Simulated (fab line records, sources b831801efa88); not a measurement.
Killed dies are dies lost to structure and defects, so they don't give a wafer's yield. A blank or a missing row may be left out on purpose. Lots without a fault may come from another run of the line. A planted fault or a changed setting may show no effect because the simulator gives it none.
A struck lot beside a sound one | flow sky130 | 29 steps out of a route of 708
Sound: wafers L459.1, L459.2, L459.5. Struck: wafers L465.2, L465.4. (L465.6 of the same lot was not struck and is left out.) The cause comes at the end.
At each step with rows: each side's tool, then ch and its chambers, then its first start. Under that, the readings that differ: sound wafers | struck wafers | difference of the means | sigmas: that difference in standard deviations of wafers without a fault.
alike: readings whose means differ by less than 2 such deviations, and words and numbers that are the same on both sides. not compared: withheld readings, readings that some wafer has no value for, bounds like >300 that may hide the same value, and numbers for which the record gives no deviation and whose values overlap.
The two part at a step that has a row with sigmas, a row that says differs or no value, or rows on one side only. Numbers that don't overlap but have no deviation are shown without sigmas and don't part them. A reading that every wafer of one side lacks parts them only if that side has two wafers or more.

SKY_POLY_GATE_CD_MEAS_13: target cd 150 nm.
  sound on cd_sem-02, day 17 06:53; struck on cd_sem-02, day 19 06:19
  alike: cd_nm
SKY_POLY_GATE_OVL_MEAS_14:
  sound on overlay-02, day 17 07:01; struck on overlay-02, day 19 06:25
  alike: POLY_GATE_OVL
SKY_POLY_GATE_ETCH_15: etches BARC in N2/H2, stops on SiO2, time 118.5 s, target depth 110 nm.
  sound on rie_diel-01 ch 0,1,3, day 17 07:02; struck on rie_diel-01 ch 0,2, day 19 06:26
  alike: drypump_motor_current_A, h2_flow_sccm, n2_flow_sccm, oes_product_au, throttle_valve_pct
  not compared: rf_hours_counter_h
SKY_POLY_GATE_ETCH_16: etches Si3N4 in CH3F/O2, stops on poly-Si, time 147.5 s, target depth 75 nm.
  sound on rie_diel-01 ch 0,1,3, day 17 07:07; struck on rie_diel-01 ch 0,2, day 19 06:31
  alike: drypump_motor_current_A, oes_product_au, throttle_valve_pct
  not compared: rf_hours_counter_h
SKY_POLY_GATE_ETCH_17: etches poly-Si in HBr/Cl2, stops on SiO2, target depth 180 nm, time 70.5 s.
  sound on rie_si-01 ch 0,1,2, day 17 07:13; struck on rie_si-01 ch 0,1, day 19 06:37
  alike: drypump_motor_current_A, oes_product_au, throttle_valve_pct
  not compared: rf_hours_counter_h
SKY_POLY_GATE_STRIP_18: strips in O2/N2.
  sound on plasma_asher-03 ch 0,1, day 17 07:17; struck on plasma_asher-02 ch 0,1, day 19 06:41
  alike: drypump_motor_current_A, n2_flow_sccm, oes_product_au, strip_time_to_endpoint_s
  not compared: rf_hours_counter_h
then, 2 steps without rows for these wafers: SKY_POLY_GATE_CLEAN_19 (cleans in SC1/SC2, time 150 s); SKY_POLY_GATE_OXIDATION_20 (stabilise 600 s, purge 300 s, target thk 4 nm).
SKY_POLY_GATE_THK_MEAS_21:
  sound on film_metro-01, day 17 08:41; struck on film_metro-04, day 19 08:05
  alike: POLY_GATE_OXIDATION_THK
SKY_POLY_GATE_CD_MEAS_22:
  sound on cd_sem-02, day 17 08:44; struck on cd_sem-02, day 19 08:10
  alike: cd_nm
then, 2 steps without rows for these wafers: SKY_LDD_N_DEHYDRATE_00 (time 60 s); SKY_LDD_N_HMDS_01 (prime time 60 s).
SKY_LDD_N_COAT_02: resist thk 300 nm.
  sound on litho_track-04 ch 0, day 17 23:41; struck on litho_track-03 ch 0, day 19 23:30
  reading                                    | sound             | struck      | difference | sigmas
  model.NOVOLAK_of_LDD_N_COAT_02.thk_nm (nm) | 301.2 301.3 301.3 | 317.5 319.3 | +17.1      |
  alike: chill_plate_temp_C, exhaust_pa, spin_speed_rpm
then, 3 steps without rows for these wafers: SKY_LDD_N_SOFTBAKE_03 (time 60 s); SKY_LDD_N_EXPOSE_04 (exposes mask NTM, target cd 840 nm); SKY_LDD_N_PEB_05.
SKY_LDD_N_DEVELOP_06: develop time 60 s.
  sound on litho_track-04 ch 0, day 18 15:08; struck on litho_track-02 ch 0, day 20 15:22
  reading                                    | sound             | struck      | difference | sigmas
  model.NOVOLAK_of_LDD_N_COAT_02.thk_nm (nm) | 300.8 300.9 300.9 | 317.1 318.8 | +17.1      |
  alike: chill_plate_temp_C, exhaust_pa
SKY_LDD_N_OVL_MEAS_07:
  sound on overlay-02, day 18 15:17; struck on overlay-02, day 20 15:29
  alike: LDD_N_OVL
then, 8 steps without rows for these wafers: SKY_LDD_N_IMPLANT_08; SKY_LDD_N_IMPLANT_09; SKY_LDD_N_IMPLANT_10; SKY_LDD_N_IMPLANT_11; SKY_LDD_N_IMPLANT_12; SKY_LDD_N_IMPLANT_13; SKY_LDD_N_IMPLANT_14; SKY_LDD_N_IMPLANT_15.
SKY_LDD_N_STRIP_16: strips in O2/N2.
  sound on plasma_asher-03 ch 0,1, day 18 16:31; struck on plasma_asher-02 ch 0,1, day 20 16:43
  reading                      | sound             | struck      | difference | sigmas
  oes_product_au (a.u.)        | 0.396 0.405 0.406 | 0.411 0.427 | +0.017     | +4
  strip_time_to_endpoint_s (s) | 4.318 4.335 4.338 | 4.551 4.560 | +0.225     | +15
  alike: drypump_motor_current_A, n2_flow_sccm
  not compared: rf_hours_counter_h
SKY_LDD_N_TW_MEAS_17:
  sound on film_metro-02, day 18 16:37; struck on film_metro-02, day 20 16:50
  alike: LDD_N_TW
then, 1 step without rows for these wafers: SKY_PAD_OPEN_PROBE_99.

WHERE THEY PART
Only at SKY_LDD_N_STRIP_16, within this record. Later steps at which nothing parts them and some readings are alike: SKY_LDD_N_TW_MEAS_17.

WHY: what the simulator had put in
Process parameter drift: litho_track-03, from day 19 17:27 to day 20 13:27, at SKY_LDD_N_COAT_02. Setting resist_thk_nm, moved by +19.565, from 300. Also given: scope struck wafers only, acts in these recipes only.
